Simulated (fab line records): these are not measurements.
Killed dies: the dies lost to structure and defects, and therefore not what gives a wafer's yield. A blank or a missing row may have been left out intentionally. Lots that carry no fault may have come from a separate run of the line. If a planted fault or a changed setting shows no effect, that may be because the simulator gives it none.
Which tool did it? :: flow gf180mcu :: 14 lots, 42 wafers sampled, at 4 steps of a route of 602

== WHAT EACH GAUGE READ, for each wafer ==
GF_LVPWELL_TW_MEAS_11. Usual: for LVPWELL_TW the level is 561 and the standard deviation is 3.6.
lot: L172
measured: day 4 08:17
on: film metro-03
LVPWELL_TW: 561 563 558
flag: 

lot: L173
measured: day 4 14:18
on: film metro-03
LVPWELL_TW: 558 555 557
flag: 

lot: L174
measured: day 4 18:22
on: film metro-04
LVPWELL_TW: 568 566 566
flag: 

lot: L175
measured: day 4 23:18
on: film metro-03
LVPWELL_TW: 557 557 559
flag: 

lot: L177
measured: day 5 11:31
on: film metro-03
LVPWELL_TW: 561 561 558
flag: 

lot: L178
measured: day 5 20:19
on: film metro-03
LVPWELL_TW: 556 555 556
flag: 

lot: L179
measured: day 6 05:05
on: film metro-03
LVPWELL_TW: 557 558 555
flag: 

lot: L186
measured: day 7 17:59
on: film metro-04
LVPWELL_TW: 570 570 566
flag: 

lot: L187
measured: day 8 00:46
on: film metro-03
LVPWELL_TW: 564 559 559
flag: 

lot: L189
measured: day 8 07:28
on: film metro-03
LVPWELL_TW: 560 560 561
flag: 

lot: L190
measured: day 8 12:38
on: film metro-03
LVPWELL_TW: 567 566 562
flag: 

lot: L191
measured: day 9 01:12
on: film metro-03
LVPWELL_TW: 558 561 561
flag: 

lot: L192
measured: day 9 02:31
on: film metro-02
LVPWELL_TW: 560 560 562
flag: 

lot: L193
measured: day 9 06:09
on: film metro-04
LVPWELL_TW: 562 564 562
flag: 

GF_NSD_OVL_MEAS_08. Usual: for NSD_OVL the level is -0.3 nm and the standard deviation is 1.4.
lot: L172
measured: day 14 00:14
on: overlay-01
NSD_OVL (nm): -0.8 0.3 -1.8
flag: 

lot: L173
measured: day 14 09:47
on: overlay-02
NSD_OVL (nm): -2.3 0.1 -2.8
flag: 

lot: L174
measured: day 14 14:33
on: overlay-01
NSD_OVL (nm): -1.7 -2.5 -1.2
flag: 

lot: L175
measured: day 14 23:08
on: overlay-02
NSD_OVL (nm): -3.1 0.4 -1.1
flag: 

lot: L177
measured: day 15 17:48
on: overlay-01
NSD_OVL (nm): 0.2 0.7 0.5
flag: 

lot: L178
measured: day 16 03:32
on: overlay-01
NSD_OVL (nm): 1.8 0.1 -0.1
flag: 

lot: L179
measured: day 16 17:24
on: overlay-01
NSD_OVL (nm): 0.2 2.0 2.1
flag: 

lot: L186
measured: day 19 04:17
on: overlay-01
NSD_OVL (nm): -0.6 -0.7 0.5
flag: 

lot: L187
measured: day 19 10:08
on: overlay-02
NSD_OVL (nm): -1.5 -1.3 -1.4
flag: 

lot: L189
measured: day 20 02:22
on: overlay-01
NSD_OVL (nm): 1.6 -0.3 0.8
flag: 

lot: L190
measured: day 20 05:11
on: overlay-01
NSD_OVL (nm): -1.5 0.8 1.5
flag: 

lot: L191
measured: day 20 23:05
on: overlay-01
NSD_OVL (nm): -1.7 -2.9 0.2
flag: 

lot: L192
measured: day 21 01:43
on: overlay-02
NSD_OVL (nm): -1.2 -0.1 0.9
flag: 

lot: L193
measured: day 21 05:17
on: overlay-01
NSD_OVL (nm): 0.0 -0.6 -0.8
flag: 

== WHICH TOOL RAN EACH LOT (tool, then ch and the chambers of the sampled wafers, then the start) ==
lot: L172
GF_STI_CMP_25: cmp-01 ch 1,2,3, day 2 13:34
GF_MVSD_EXPOSE_04: iline stepper-02 ch 0, day 4 14:59

lot: L173
GF_STI_CMP_25: cmp-01 ch 0,2, day 2 20:11
GF_MVSD_EXPOSE_04: iline stepper-02 ch 0, day 4 20:53

lot: L174
GF_STI_CMP_25: cmp-02 ch 0,1, day 2 23:53
GF_MVSD_EXPOSE_04: iline stepper-02 ch 0, day 5 01:22

lot: L175
GF_STI_CMP_25: cmp-01 ch 0,2, day 3 04:55
GF_MVSD_EXPOSE_04: iline stepper-02 ch 0, day 5 06:28

lot: L177
GF_STI_CMP_25: cmp-01 ch 0,2, day 3 15:52
GF_MVSD_EXPOSE_04: iline stepper-02 ch 0, day 5 19:03

lot: L178
GF_STI_CMP_25: cmp-01 ch 1,2,3, day 3 22:26
GF_MVSD_EXPOSE_04: iline stepper-02 ch 0, day 6 02:51

lot: L179
GF_STI_CMP_25: cmp-02 ch 2,3, day 4 05:02
GF_MVSD_EXPOSE_04: iline stepper-01 ch 0, day 6 13:02

lot: L186
GF_STI_CMP_25: cmp-02 ch 0,1,3, day 5 17:25
GF_MVSD_EXPOSE_04: iline stepper-02, day 8 02:36

lot: L187
GF_STI_CMP_25: cmp-02 ch 0,3, day 5 20:31
GF_MVSD_EXPOSE_04: iline stepper-02, day 8 08:43

lot: L189
GF_STI_CMP_25: cmp-01 ch 0,3, day 6 04:37
GF_MVSD_EXPOSE_04: iline stepper-01 ch 0, day 8 15:48

lot: L190
GF_STI_CMP_25: cmp-01 ch 0,1,2, day 6 10:24
GF_MVSD_EXPOSE_04: iline stepper-02 ch 0, day 8 21:07

lot: L191
GF_STI_CMP_25: cmp-02 ch 1,2, day 6 19:19
GF_MVSD_EXPOSE_04: iline stepper-01 ch 0, day 9 09:53

lot: L192
GF_STI_CMP_25: cmp-01 ch 2,3, day 6 23:11
GF_MVSD_EXPOSE_04: iline stepper-01 ch 0, day 9 11:13

lot: L193
GF_STI_CMP_25: cmp-01 ch 2,3, day 7 03:04
GF_MVSD_EXPOSE_04: iline stepper-01 ch 0, day 9 14:36
- GF_STI_CMP_25: polishes, stops on Si3N4, t overpolish 33 s, target thk 524.6 nm.
- GF_MVSD_EXPOSE_04: exposes mask MVSD, target cd 1000 nm.

== AS READ BY THE TOOLS THEMSELVES (means over the sampled wafers that have a number; for cases with no such wafer, the mark the record gives instead) ==
GF_STI_CMP_25. Usual: motor current A 12.8 A, standard deviation 1.5; overpolish run s 32.999 s, standard deviation 0.0095; retaining ring pressure frac 1.000, standard deviation 0.0049; slurry filter dp kPa 13.49 kPa, standard deviation 0.13; time to endpoint s 122 s, standard deviation 5.1.
lot: L172
tool: cmp-01
motor current A (A): 13.3
overpolish run s (s): 32.995
retaining ring pressure frac: 0.992
slurry filter dp kPa (kPa): 13.42
time to endpoint s (s): 118
flag: 

lot: L173
tool: cmp-01
motor current A (A): 13.4
overpolish run s (s): 33.008
retaining ring pressure frac: 1.000
slurry filter dp kPa (kPa): 13.40
time to endpoint s (s): 127
flag: 

lot: L174
tool: cmp-02
motor current A (A): 11.9
overpolish run s (s): 33.008
retaining ring pressure frac: 1.003
slurry filter dp kPa (kPa): 13.49
time to endpoint s (s): 124
flag: 

lot: L175
tool: cmp-01
motor current A (A): 12.5
overpolish run s (s): 33.007
retaining ring pressure frac: 0.996
slurry filter dp kPa (kPa): 13.40
time to endpoint s (s): 126
flag: 

lot: L177
tool: cmp-01
motor current A (A): 13.7
overpolish run s (s): 32.996
retaining ring pressure frac: 0.997
slurry filter dp kPa (kPa): 13.42
time to endpoint s (s): 126
flag: 

lot: L178
tool: cmp-01
motor current A (A): 13.8
overpolish run s (s): 33.003
retaining ring pressure frac: 0.999
slurry filter dp kPa (kPa): 13.43
time to endpoint s (s): 120
flag: 

lot: L179
tool: cmp-02
motor current A (A): 11.9
overpolish run s (s): 33.000
retaining ring pressure frac: 1.002
slurry filter dp kPa (kPa): 13.52
time to endpoint s (s): 122
flag: 

lot: L186
tool: cmp-02
motor current A (A): 12.2
overpolish run s (s): 32.999
retaining ring pressure frac: 1.001
slurry filter dp kPa (kPa): 13.51
time to endpoint s (s): 118
flag: 

lot: L187
tool: cmp-02
motor current A (A): 12.3
overpolish run s (s): 32.993
retaining ring pressure frac: 1.001
slurry filter dp kPa (kPa): 13.63
time to endpoint s (s): 119
flag: 

lot: L189
tool: cmp-01
motor current A (A): 13.8
overpolish run s (s): 32.994
retaining ring pressure frac: 0.997
slurry filter dp kPa (kPa): 13.54
time to endpoint s (s): 125
flag: 

lot: L190
tool: cmp-01
motor current A (A): 11.8
overpolish run s (s): 32.998
retaining ring pressure frac: 1.003
slurry filter dp kPa (kPa): 13.46
time to endpoint s (s): 119
flag: 

lot: L191
tool: cmp-02
motor current A (A): 12.2
overpolish run s (s): 33.004
retaining ring pressure frac: 1.000
slurry filter dp kPa (kPa): 13.39
time to endpoint s (s): 114
flag: 

lot: L192
tool: cmp-01
motor current A (A): 14.4
overpolish run s (s): 32.995
retaining ring pressure frac: 0.997
slurry filter dp kPa (kPa): 13.41
time to endpoint s (s): 119
flag: 

lot: L193
tool: cmp-01
motor current A (A): 14.4
overpolish run s (s): 32.995
retaining ring pressure frac: 0.996
slurry filter dp kPa (kPa): 13.48
time to endpoint s (s): 120
flag: 

GF_MVSD_EXPOSE_04. Usual: exposure dose mJ cm2 260.03, standard deviation 0.25; focus offset nm 0.0 nm, standard deviation 0.51.
lot: L172
tool: iline stepper-02
exposure dose mJ cm2: 259.96
focus offset nm (nm): 0.0
flag: 

lot: L173
tool: iline stepper-02
exposure dose mJ cm2: 260.00
focus offset nm (nm): -0.1
flag: 

lot: L174
tool: iline stepper-02
exposure dose mJ cm2: 259.77
focus offset nm (nm): 0.2
flag: 

lot: L175
tool: iline stepper-02
exposure dose mJ cm2: 260.24
focus offset nm (nm): -0.1
flag: 

lot: L177
tool: iline stepper-02
exposure dose mJ cm2: 259.76
focus offset nm (nm): 0.1
flag: 

lot: L178
tool: iline stepper-02
exposure dose mJ cm2: 259.90
focus offset nm (nm): 0.1
flag: 

lot: L179
tool: iline stepper-01
exposure dose mJ cm2: 260.08
focus offset nm (nm): -1.0
flag: 

lot: L186
tool: iline stepper-02
exposure dose mJ cm2: -
focus offset nm (nm): -
flag: OFF

lot: L187
tool: iline stepper-02
exposure dose mJ cm2: -
focus offset nm (nm): -
flag: OFF

lot: L189
tool: iline stepper-01
exposure dose mJ cm2: 260.09
focus offset nm (nm): 0.6
flag: 

lot: L190
tool: iline stepper-02
exposure dose mJ cm2: 259.90
focus offset nm (nm): -0.1
flag: 

lot: L191
tool: iline stepper-01
exposure dose mJ cm2: 260.33
focus offset nm (nm): 0.2
flag: 

lot: L192
tool: iline stepper-01
exposure dose mJ cm2: 260.46
focus offset nm (nm): -0.1
flag: 

lot: L193
tool: iline stepper-01
exposure dose mJ cm2: 259.82
focus offset nm (nm): -0.8
flag: 

== THE ANSWER, worked out from the rows above alone ==
Rule: a lot is off if the mean of its wafers that have a number lies more than 3 standard deviations from the usual mean. A lot without any number at a reading at which 4 lots or more have one is off too. Any other lot the step has rows for is counted as sound. First the gauges in route order, then the tools' own readings, where a lot's mean is used as printed above. At the first step where some lot is off, the reading lying furthest off is the one used; lots without a number count as furthest.
Off: L186, L187 (GF_MVSD_EXPOSE_04, exposure dose mJ cm2). Without a number there: L186, L187.
If a tool, at that step or one of the process steps before it, ran each lot that is off and ran no sound lot following the first of them, it fits. Not one of the candidates tried fits.

== WHAT THE SIMULATOR HAD INSERTED ==
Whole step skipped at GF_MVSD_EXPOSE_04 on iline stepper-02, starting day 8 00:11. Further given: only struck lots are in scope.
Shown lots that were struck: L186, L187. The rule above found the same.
